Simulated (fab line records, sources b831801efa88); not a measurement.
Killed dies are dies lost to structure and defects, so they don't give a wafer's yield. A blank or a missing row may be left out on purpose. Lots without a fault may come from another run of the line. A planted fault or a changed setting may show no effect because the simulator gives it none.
Split-lot experiment | flow gf180mcu | 5 lots, 23 wafers read, on a route of 602 steps

THE SPLIT
At GF_CONTACT_CMP_04 (polishes SiO2), the setting leave_above_ref_nm was moved away from the recipe's 560 nm on 5 of the 23 wafers read, by -4.6% to +4.6%. The other wafers ran this setting at the recipe's value.

FROM THE SPLIT TO THE READING: what the file shows between them, 4 steps
- GF_CONTACT_PEB_12: peb time 90 s (also split here: peb_temp_c)
- GF_CONTACT_DEVELOP_13: develop time 60 s
- GF_CONTACT_CD_MEAS_14: target cd 220 nm
- GF_CONTACT_ETCH_16: etches BARC in N2/H2

THE READING
CONTACT.feature_depth_nm (the simulator's own value, which no gauge read), in nm, at GF_CONTACT_ETCH_17 (etches SiO2 in C4F8/O2/Ar, stops on CoSi2, target depth 860 nm). The file gives no usual value for it. The 18 wafers here that ran the recipe average 848.4 nm, standard deviation 3.3 nm.

wafer  | tool, chamber at the split | leave_above_ref_nm as run, nm | against the recipe | CONTACT.feature_depth_nm, nm | against lot-mates on the recipe
L074.1 | cmp-02, 0,1                | 560                           | recipe             | 846                          | -
L074.2 | cmp-02, 1                  | 560                           | recipe             | 852.6                        | -
L074.3 | cmp-02, 2                  | 560                           | recipe             | 849.7                        | -
L074.5 | cmp-02, 2                  | 560                           | recipe             | 845                          | -
L074.6 | cmp-02, 0,1                | 560                           | recipe             | 854                          | -
L075.2 | cmp-02, 1                  | 560                           | recipe             | 841.1                        | -
L075.4 | cmp-02, 3                  | 560                           | recipe             | 848.2                        | -
L075.5 | cmp-02, 0                  | 560                           | recipe             | 845.8                        | -
L082.2 | cmp-02, 1                  | 560                           | recipe             | 852                          | -
L082.3 | cmp-02, 3                  | 560                           | recipe             | 847.6                        | -
L082.4 | cmp-02, 0                  | 560                           | recipe             | 845.9                        | -
L082.5 | cmp-02, 2                  | 560                           | recipe             | 845.9                        | -
L082.6 | cmp-02, 3                  | 560                           | recipe             | 851.2                        | -
L083.1 | cmp-01, 2                  | 585.9                         | +4.6%              | 878.2                        | +26.7
L083.2 | cmp-01, 0                  | 585.9                         | +4.6%              | 876.1                        | +24.6
L083.3 | cmp-01, 3                  | 585.9                         | +4.6%              | 876.7                        | +25.2
L083.4 | cmp-01, 1                  | 560                           | recipe             | 849.1                        | -
L083.5 | cmp-01, 1                  | 560                           | recipe             | 854                          | -
L085.1 | cmp-02, 2                  | 534.5                         | -4.6%              | 818.6                        | -29.4
L085.2 | cmp-02, 0                  | 560                           | recipe             | 849.7                        | -
L085.3 | cmp-02, 1                  | 560                           | recipe             | 846.8                        | -
L085.5 | cmp-02, 1                  | 534.5                         | -4.6%              | 820.7                        | -27.3
L085.6 | cmp-02, 2                  | 560                           | recipe             | 847.4                        | -
Where a row lists several chambers, the file gives one row for several wafers and doesn't say which wafer went through which chamber.

THE FIT
A straight line over all 23 wafers: CONTACT.feature_depth_nm changes by +6.24 nm for each +1% of leave_above_ref_nm; r = +0.98; the points scatter about the line by 3.1 nm.
The same after taking each lot's own level away (the mean of its wafers on the recipe; 23 wafers): +5.8 nm for each +1%; r = +0.98; scatter 2.7 nm.
On that fit, the largest move of leave_above_ref_nm shifts the reading by 27 nm.
The lots' own levels span 845.03 to 851.55 nm, that is 2.0 times the standard deviation above.
So the lot-to-lot level changes the slope little: the two slopes agree.
Check: with one of the wafers moved furthest among these (+4.6%) left out of the fit, the line predicts +26.4 nm for it against its lot-mates. It came out at +26.7 nm against them.

OTHER SPLITS ON THESE WAFERS
These wafers also went through other splits before the reading. Each is held against what the fit with the lots' levels taken away leaves over:
other split on the same wafers   | wafers away from the commonest value | r with CONTACT.feature_depth_nm (lot level and that fit taken away)
GF_PSD_IMPLANT_09 energy_kev     | 6                                    | +0.24
GF_SAB_CVD_00 time_s             | 5                                    | -0.32
GF_SAB_DEVELOP_08 develop_time_s | 5                                    | -0.16
GF_SALICIDE_SPUTTER_03 time_s    | 4                                    | +0.01
GF_CONTACT_PEB_12 peb_temp_c     | 10                                   | -0.15

THE WHOLE CHAIN: every reading that the file lists as answering this split, in the file's order
step               | what it does                                                   | reading                                                                        | change (the file's fit)              | r (the file's)
GF_CONTACT_CMP_04  | polishes SiO2                                                  | SiO2_of_CONTACT_CVD_02.thk_nm (the simulator's own value, which no gauge read) | +5.86 nm for each +1% of the setting | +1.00
GF_CONTACT_ETCH_17 | etches SiO2 in C4F8/O2/Ar, stops on CoSi2, target depth 860 nm | CONTACT.feature_depth_nm (the simulator's own value, which no gauge read)      | +5.85 nm for each +1% of the setting | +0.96

THE FILE'S OWN FIT
CONTACT.feature_depth_nm changes by +5.85 nm for each +1% of leave_above_ref_nm, r = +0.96.
